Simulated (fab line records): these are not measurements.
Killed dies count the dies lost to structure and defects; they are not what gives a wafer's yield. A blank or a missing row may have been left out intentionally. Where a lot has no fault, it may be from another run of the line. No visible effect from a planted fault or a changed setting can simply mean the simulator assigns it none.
Which of the tools did it? + flow sky130 + 33 wafers from 11 lots sampled at 5 of the route's 708 steps

== WHAT THE GAUGES SHOWED, per wafer ==
SKY_VIA4_OVL_MEAS_11. Usual: VIA4_OVL typically reads 0.5 nm, with standard deviation 1.2.
| lot  | measured     | on         | VIA4_OVL (nm) | flag |
|------|--------------|------------|---------------|------|
| L914 | day 43 03:20 | overlay-02 | -0.3 1.4 0.5  |      |
| L917 | day 43 23:01 | overlay-01 | -0.8 0.3 1.0  |      |
| L918 | day 44 02:20 | overlay-02 | -0.6 0.8 -0.1 |      |
| L919 | day 44 05:29 | overlay-01 | -0.2 0.8 2.3  |      |
| L921 | day 45 08:08 | overlay-02 | 1.3 1.9 1.1   |      |
| L922 | day 45 08:29 | overlay-01 | 0.5 -0.1 0.9  |      |
| L923 | day 45 15:16 | overlay-02 | -0.5 -1.2 0.5 |      |
| L925 | day 46 06:55 | overlay-01 | 2.2 -0.1 1.8  |      |
| L926 | day 46 10:47 | overlay-02 | -0.6 -0.9 0.7 |      |
| L928 | day 47 02:23 | overlay-01 | 2.5 2.8 1.2   |      |
| L929 | day 47 02:40 | overlay-02 | -0.9 -0.9 0.0 |      |

== WHAT TOOL EACH LOT RAN ON (gives the tool, then ch and the chambers of the sampled wafers, and finally the start) ==
| lot  | SKY_METAL4_SPUTTER_00       | SKY_METAL4_SPUTTER_04       | SKY_METAL4_METAL_ETCH_18         | SKY_METAL4_STRIP_19                 |
|------|-----------------------------|-----------------------------|----------------------------------|-------------------------------------|
| L914 | pvdSputter-02, day 40 01:44 | pvdSputter-02, day 40 01:51 | rieMetal-01 ch 0,1, day 42 02:58 | plasmaAsher-04 ch 0,1, day 42 03:09 |
| L917 | pvdSputter-04, day 40 23:09 | pvdSputter-04, day 40 23:15 | rieMetal-02 ch 0,1, day 42 23:08 | plasmaAsher-03 ch 1, day 42 23:19   |
| L918 | pvdSputter-02, day 41 02:38 | pvdSputter-02, day 41 02:44 | rieMetal-02 ch 0,1, day 43 03:07 | plasmaAsher-01 ch 0,1, day 43 03:18 |
| L919 | pvdSputter-04, day 41 06:45 | pvdSputter-04, day 41 06:51 | rieMetal-02 ch 0,1, day 43 06:25 | plasmaAsher-03 ch 0,1, day 43 06:36 |
| L921 | pvdSputter-03, day 42 11:05 | pvdSputter-03, day 42 11:11 | rieMetal-04 ch 0,1, day 44 09:25 | plasmaAsher-03 ch 0,1, day 44 09:36 |
| L922 | pvdSputter-02, day 42 11:23 | pvdSputter-02, day 42 11:29 | rieMetal-01 ch 0,1, day 44 09:31 | plasmaAsher-04 ch 1, day 44 09:42   |
| L923 | pvdSputter-03, day 42 19:12 | pvdSputter-03, day 42 19:18 | rieMetal-01 ch 0,1, day 44 16:45 | plasmaAsher-03 ch 0,1, day 44 16:56 |
| L925 | pvdSputter-03, day 43 12:26 | pvdSputter-03, day 43 12:32 | rieMetal-04 ch 0,1, day 45 08:58 | plasmaAsher-04 ch 0,1, day 45 09:08 |
| L926 | pvdSputter-02, day 43 15:39 | pvdSputter-02, day 43 15:46 | rieMetal-02 ch 0,1, day 45 12:11 | plasmaAsher-01 ch 0,1, day 45 12:22 |
| L928 | pvdSputter-02, day 44 08:16 | pvdSputter-02, day 44 08:22 | rieMetal-04 ch 0,1, day 46 04:11 | plasmaAsher-01 ch 0,1, day 46 04:20 |
| L929 | pvdSputter-03, day 44 08:53 | pvdSputter-03, day 44 08:59 | rieMetal-02 ch 0,1, day 46 04:28 | plasmaAsher-04 ch 0,1, day 46 04:39 |
- SKY_METAL4_SPUTTER_00: material Ti, target thk 15 nm, time 10 s.
- SKY_METAL4_SPUTTER_04: material TiN, target thk 70 nm, time 58.3 s.
- SKY_METAL4_METAL_ETCH_18: etches the open film in Cl2/BCl3, stops on SiO2, target depth 845 nm, time 183.1 s.
- SKY_METAL4_STRIP_19: strips in O2/N2.

== WHAT THE TOOLS THEMSELVES READ (means of the sampled wafers that have a number; where no wafer has one, the mark that the record gives instead) ==
SKY_METAL4_SPUTTER_00. Usual: throttleValvePct at 29.6 %, with a standard deviation of 0.91.
| lot  | tool          | throttleValvePct (%) | flag |
|------|---------------|----------------------|------|
| L914 | pvdSputter-02 | 29.9                 |      |
| L917 | pvdSputter-04 | 30.2                 |      |
| L918 | pvdSputter-02 | 29.2                 |      |
| L919 | pvdSputter-04 | 30.0                 |      |
| L921 | pvdSputter-03 | 30.1                 |      |
| L922 | pvdSputter-02 | 28.9                 |      |
| L923 | pvdSputter-03 | 30.1                 |      |
| L925 | pvdSputter-03 | 30.0                 |      |
| L926 | pvdSputter-02 | 29.1                 |      |
| L928 | pvdSputter-02 | 29.8                 |      |
| L929 | pvdSputter-03 | 30.2                 |      |

SKY_METAL4_SPUTTER_04. Usual: throttleValvePct at 29.6 %, with a standard deviation of 0.88.
| lot  | tool          | throttleValvePct (%) | flag |
|------|---------------|----------------------|------|
| L914 | pvdSputter-02 | 29.8                 |      |
| L917 | pvdSputter-04 | 30.2                 |      |
| L918 | pvdSputter-02 | 29.0                 |      |
| L919 | pvdSputter-04 | 30.0                 |      |
| L921 | pvdSputter-03 | 30.1                 |      |
| L922 | pvdSputter-02 | 28.9                 |      |
| L923 | pvdSputter-03 | 30.0                 |      |
| L925 | pvdSputter-03 | 30.0                 |      |
| L926 | pvdSputter-02 | 29.2                 |      |
| L928 | pvdSputter-02 | 29.7                 |      |
| L929 | pvdSputter-03 | 30.2                 |      |

SKY_METAL4_METAL_ETCH_18. Usual: drypumpMotorCurrentA 6.2 A, standard deviation 0.36; oesProductAu 0.868 a.u., standard deviation 0.0074; throttleValvePct 22.265 %, standard deviation 0.0088.
| lot  | tool        | drypumpMotorCurrentA (A) | oesProductAu (a.u.) | throttleValvePct (%) | flag |
|------|-------------|--------------------------|---------------------|----------------------|------|
| L914 | rieMetal-01 | 6.0                      | 0.872               | 22.272               |      |
| L917 | rieMetal-02 | 6.3                      | 0.865               | 22.271               |      |
| L918 | rieMetal-02 | 6.2                      | 0.878               | 22.258               |      |
| L919 | rieMetal-02 | 6.3                      | 0.864               | 22.271               |      |
| L921 | rieMetal-04 | 6.1                      | 0.862               | 22.258               |      |
| L922 | rieMetal-01 | 6.0                      | 0.869               | 22.266               |      |
| L923 | rieMetal-01 | 6.4                      | 0.866               | 22.269               |      |
| L925 | rieMetal-04 | 6.2                      | 0.866               | 22.260               |      |
| L926 | rieMetal-02 | 6.3                      | 0.870               | 22.265               |      |
| L928 | rieMetal-04 | 6.1                      | 0.871               | 22.262               |      |
| L929 | rieMetal-02 | 6.2                      | 0.837               | 22.267               | OFF  |

SKY_METAL4_STRIP_19. Usual: drypumpMotorCurrentA 5.9 A, standard deviation 0.41; o2FlowSccm 3002 sccm, standard deviation 9.9; oesProductAu 0.505 a.u., standard deviation 0.0059; stripTimeToEndpointS 6.59 s, standard deviation 0.086.
| lot  | tool           | drypumpMotorCurrentA (A) | o2FlowSccm (sccm) | oesProductAu (a.u.) | stripTimeToEndpointS (s) | flag |
|------|----------------|--------------------------|-------------------|---------------------|--------------------------|------|
| L914 | plasmaAsher-04 | 5.5                      | 3005              | 0.504               | 6.59                     |      |
| L917 | plasmaAsher-03 | 5.9                      | 3001              | 0.500               | 6.55                     |      |
| L918 | plasmaAsher-01 | 6.4                      | 3010              | 0.510               | 6.60                     |      |
| L919 | plasmaAsher-03 | 5.8                      | 2996              | 0.506               | 6.61                     |      |
| L921 | plasmaAsher-03 | 5.8                      | 3002              | 0.497               | 6.57                     |      |
| L922 | plasmaAsher-04 | 6.0                      | 3012              | 0.508               | 6.67                     |      |
| L923 | plasmaAsher-03 | 5.6                      | 3006              | 0.500               | 6.61                     |      |
| L925 | plasmaAsher-04 | 5.5                      | 2998              | 0.504               | 6.60                     |      |
| L926 | plasmaAsher-01 | 6.4                      | 2997              | 0.504               | 6.55                     |      |
| L928 | plasmaAsher-01 | 6.4                      | 3000              | 0.501               | 6.54                     |      |
| L929 | plasmaAsher-04 | 5.5                      | 3002              | 0.490               | 6.36                     |      |

== THE ANSWER, worked out from the rows above alone ==
Rule: a lot is off if the mean of its wafers that have a number lies more than 3 standard deviations from the usual mean. A lot without any number at a reading at which 4 lots or more have one is off too. The other lots that the step has rows for count as sound. The gauges are gone through in route order, then the tools' own readings, and for those a lot's mean is taken as printed above. At the first step where some lot is off, the reading lying furthest off is the one used; lots without a number count as furthest.
Off: L929 (SKY_METAL4_METAL_ETCH_18, oesProductAu).
If a tool, at that step or one of the process steps before it, ran each lot that is off and ran no sound lot following the first of them, it fits. 2 tools fit, pvdSputter-03 at SKY_METAL4_SPUTTER_00 and SKY_METAL4_SPUTTER_04 and rieMetal-02 at SKY_METAL4_METAL_ETCH_18, so this cannot tell which one it is.

== WHAT THE SIMULATOR HAD INSERTED ==
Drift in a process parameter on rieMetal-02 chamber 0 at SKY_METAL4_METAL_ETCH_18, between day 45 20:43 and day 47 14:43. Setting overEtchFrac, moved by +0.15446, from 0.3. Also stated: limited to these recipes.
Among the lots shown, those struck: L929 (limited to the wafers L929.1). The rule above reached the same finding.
